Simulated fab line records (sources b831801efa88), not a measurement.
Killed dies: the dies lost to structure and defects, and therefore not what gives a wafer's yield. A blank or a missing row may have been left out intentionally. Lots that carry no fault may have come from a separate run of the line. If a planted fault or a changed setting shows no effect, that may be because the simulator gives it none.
Code-filled problem report in 8D (eight disciplines) form -- flow sky130 -- the parts of the form that need people (team, actions taken, sign-off) are left out

1. THE PROBLEM
Across 2 wafers from 2 lots, CONTACT_HDPCVD_THK at SKY_CONTACT_THK_MEAS_03 averages 920 nm, while fault-free wafers read 567 nm with a standard deviation of 5.7. That puts it +62 standard deviations away from the usual mean.
The first sign was on wafer L498.1 at day 33 09:29, on film metro-02. At this step, 34 wafers from 12 lots have a number in the record. By rule, "out" or "out of limits" means more than 4 standard deviations away from the usual mean. All remaining wafers that have a number are taken as sound.

2. WHAT IT IS AND WHAT IT IS NOT
question,is,is not
which readings at this step,CONTACT_HDPCVD_THK,-
which lots,"L498, L500","L492, L506, L507, L509, L510, L511, L512, L513, L514, L515"
which wafers of those lots,"L498.1, L500.2","L498.6, L500.6"
read on which gauges,"film metro-01, film metro-02",film metro-03
when,from day 33 09:29,"up to then (4 sound wafers); but 28 sound wafers of L500, L506, L507, L509, L510, L511, L512, L513, L514, L515 came after"

3. WHAT RULES OUT EACH SUSPECT
Counting: a tool at a process step up to the reading stays a suspect if it ran every lot that is out. Sound lots after the first of them don't rule it out here, since some wafers of a struck lot are sound.
- the gauge at SKY_CONTACT_THK_MEAS_03 has been ruled out. Those wafers that are out were read across 2 gauges (film metro-01, film metro-02).
- hdpcvd-02 at SKY_CONTACT_HDPCVD_02 (deposits SiO2, target thk 565 nm, time 94.2 s): kept. Every lot that is out went through it, the first being L498 (day 33 09:25); the last sound lot it ran before that was L492 (day 30 11:50).
Left after counting: hdpcvd-02 at SKY_CONTACT_HDPCVD_02.

4. THE CAUSE (what the simulator had put in)
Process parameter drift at SKY_CONTACT_HDPCVD_02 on hdpcvd-02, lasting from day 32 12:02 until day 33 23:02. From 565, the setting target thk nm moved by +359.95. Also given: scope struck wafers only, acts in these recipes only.
After counting, this tool was the only one left.

5. THE EFFECT CHAIN, in route order
One row per reading whose mean, taken over the struck wafers that have a number, lies over 3 standard deviations from the usual. Scope: only readings with a usual standard deviation given in the record; hours: median across lots of the time from each lot's start at the first step in this table that gives one to its start at this step; sigmas: change in usual standard deviations.
hours,step,reading,usual,on struck wafers,change,sigmas
0,SKY_CONTACT_THK_MEAS_03,CONTACT_HDPCVD_THK,567 nm,920,+354,+62
3,SKY_CONTACT_CMP_04,time to endpoint s,83 s,210,+126,+36
The process steps in it:
- SKY_CONTACT_CMP_04: polishes SiO2.

6. WHAT WOULD HAVE CAUGHT IT SOONER
The first out-of-limits reading at a measuring or inspecting step in this record came at day 33 09:29, 21 hours after the fault's start at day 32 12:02.
Lots out: 2; of these, L500 started SKY_CONTACT_HDPCVD_02 on hdpcvd-02 after day 33 09:29. A tool hold placed at that time would have kept it from harm.
